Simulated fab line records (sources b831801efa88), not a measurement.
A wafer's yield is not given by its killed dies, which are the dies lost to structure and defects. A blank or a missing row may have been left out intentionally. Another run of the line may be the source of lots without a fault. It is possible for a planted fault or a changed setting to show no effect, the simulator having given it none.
Which of the tools did it? -- flow sky130 -- 12 lots with 36 wafers sampled at 5 steps, on a route of 708 steps

== WHAT THE GAUGES SHOWED, per wafer ==
SKY_VT_ADJUST_HVTR_TW_MEAS_11.
lot,measured,on,VT_ADJUST_HVTR_TW
L630,day 9 10:43,filmMetro-03,211.2 209.8 210.1
L632,day 10 02:35,filmMetro-03,210.7 211.0 212.0
L634,day 10 17:31,filmMetro-04,210.0 209.5 209.9
L635,day 10 23:43,filmMetro-03,210.8 210.1 210.7
L638,day 11 19:52,filmMetro-01,212.9 213.0 211.9
L639,day 12 02:07,filmMetro-01,213.0 212.8 211.8
L640,day 12 12:14,filmMetro-03,210.7 210.4 210.1
L641,day 12 19:13,filmMetro-03,209.8 209.7 211.5
L642,day 13 00:26,filmMetro-01,212.5 211.8 212.7
L643,day 13 09:02,filmMetro-04,209.6 208.8 209.3
L652,day 16 04:30,filmMetro-03,211.6 211.8 211.5
L653,day 16 13:08,filmMetro-03,210.1 211.0 210.9

SKY_RES_PROTECT_TW_MEAS_08.
lot,measured,on,POLY_GATE_TW
L630,day 15 00:07,filmMetro-01,4057 4057 4071
L632,day 15 17:40,filmMetro-02,4079 4067 4082
L634,day 16 13:46,filmMetro-01,4051 4057 4053
L635,day 16 21:49,filmMetro-01,4067 4054 4069
L638,day 17 20:01,filmMetro-02,4053 4058 4055
L639,day 18 04:53,filmMetro-02,3995 3994 3995
L640,day 18 18:26,filmMetro-02,4016 4002 4030
L641,day 19 02:19,filmMetro-01,4060 4087 4098
L642,day 19 13:55,filmMetro-03,4031 4028 4041
L643,day 19 22:58,filmMetro-03,4013 4025 4015
L652,day 22 23:41,filmMetro-02,4035 4037 4048
L653,day 23 08:40,filmMetro-02,4037 4033 4059

SKY_POLY_GATE_CD_MEAS_13 targets a cd of 150 nm.
lot,measured,on,cdNm (nm)
L630,day 16 05:22,cdSem-02,149.6 149.7 148.7
L632,day 17 03:52,cdSem-02,151.6 151.2 150.4
L634,day 17 20:37,cdSem-01,148.8 148.9 148.5
L635,day 18 05:04,cdSem-01,149.6 150.3 149.3
L638,day 19 03:46,cdSem-01,151.6 152.3 151.8
L639,day 19 15:32,cdSem-01,151.4 153.7 152.2
L640,day 20 03:08,cdSem-01,147.7 149.0 148.0
L641,day 20 10:56,cdSem-01,151.1 151.2 150.2
L642,day 20 22:41,cdSem-02,150.2 149.4 149.0
L643,day 21 06:52,cdSem-01,171.2 171.9 171.6
L652,day 24 07:31,cdSem-02,150.6 150.1 149.7
L653,day 24 18:26,cdSem-01,149.7 148.8 148.8

== WHAT TOOL EACH LOT RAN ON (gives the tool, then ch and the chambers of the sampled wafers, and finally the start) ==
lot,SKY_RES_PROTECT_STRIP_07,SKY_POLY_GATE_EXPOSE_10
L630,"plasmaAsher-02 ch 0,1, day 15 00:01","krfScanner-02 ch 0, day 15 15:16"
L632,"plasmaAsher-03 ch 0,1, day 15 17:34","krfScanner-01 ch 0, day 16 12:55"
L634,"plasmaAsher-03 ch 0,1, day 16 13:40","krfScanner-01 ch 0, day 17 06:56"
L635,"plasmaAsher-02 ch 0,1, day 16 21:43","krfScanner-01 ch 0, day 17 15:37"
L638,"plasmaAsher-02 ch 0,1, day 17 19:55","krfScanner-02 ch 0, day 18 13:55"
L639,"plasmaAsher-04 ch 0, day 18 04:47","krfScanner-02 ch 0, day 18 23:43"
L640,"plasmaAsher-02 ch 0,1, day 18 18:20","krfScanner-02 ch 0, day 19 10:53"
L641,"plasmaAsher-02 ch 0,1, day 19 02:13","krfScanner-01 ch 0, day 19 19:55"
L642,"plasmaAsher-03 ch 0,1, day 19 13:49","krfScanner-01 ch 0, day 20 06:57"
L643,"plasmaAsher-02 ch 0,1, day 19 22:52","krfScanner-01 ch 0, day 20 14:49"
L652,"plasmaAsher-02 ch 0,1, day 22 23:35","krfScanner-01 ch 0, day 23 16:22"
L653,"plasmaAsher-03 ch 0, day 23 08:34","krfScanner-01 ch 0, day 24 03:33"
- SKY_RES_PROTECT_STRIP_07: strips in O2/N2.
- SKY_POLY_GATE_EXPOSE_10: exposes mask P1M, target cd 150 nm.

== AS READ BY THE TOOLS THEMSELVES (means over the sampled wafers that have a number; for cases with no such wafer, the mark the record gives instead) ==
SKY_RES_PROTECT_STRIP_07.
lot,tool,drypumpMotorCurrentA (A),o2FlowSccm (sccm),oesProductAu (a.u.),stripTimeToEndpointS (s)
L630,plasmaAsher-02,5.9,3001,0.511,23.22
L632,plasmaAsher-03,5.9,3013,0.518,23.26
L634,plasmaAsher-03,5.9,2996,0.522,23.24
L635,plasmaAsher-02,5.9,3004,0.516,23.27
L638,plasmaAsher-02,5.7,3000,0.517,23.28
L639,plasmaAsher-04,4.8,3000,0.522,23.32
L640,plasmaAsher-02,5.9,3000,0.515,23.34
L641,plasmaAsher-02,5.7,3009,0.515,23.26
L642,plasmaAsher-03,5.8,3001,0.514,23.29
L643,plasmaAsher-02,5.9,3004,0.515,23.24
L652,plasmaAsher-02,5.7,2999,0.518,23.30
L653,plasmaAsher-03,6.0,2991,0.520,23.28

== THE ANSWER, worked out from the rows above alone ==
Rule: what is usual is taken from the lots themselves. Put in order of their means at a reading, lots are off if they are a third of the lots or fewer, leave a main group of 4 or more, and stand apart from it by a gap of 3 or more times the standard deviation of the main group's means; of several such gaps the widest counts. A main group whose means are all the same, to the digits that the tables above print for the reading, isn't used. A lot without any number at a reading at which 4 lots or more have one is off too. Where the step has rows for the other lots, those lots are counted as sound. After the gauges, taken in route order, come the tools' own readings; for these a lot's mean is taken, as printed above. At the first step where some lot is off, the reading lying furthest off is the one used; lots without a number count as furthest.
Off: L643 (SKY_POLY_GATE_CD_MEAS_13, cdNm). For the main group the mean is 150.1 nm and the standard deviation 1.3.
If a tool, at a process step before that reading, ran all the lots that are off and no sound lot after the first of them, it fits. The gauges at SKY_POLY_GATE_CD_MEAS_13 are tried like those tools. Of those tried, none fits.

== WHAT THE SIMULATOR HAD INSERTED ==
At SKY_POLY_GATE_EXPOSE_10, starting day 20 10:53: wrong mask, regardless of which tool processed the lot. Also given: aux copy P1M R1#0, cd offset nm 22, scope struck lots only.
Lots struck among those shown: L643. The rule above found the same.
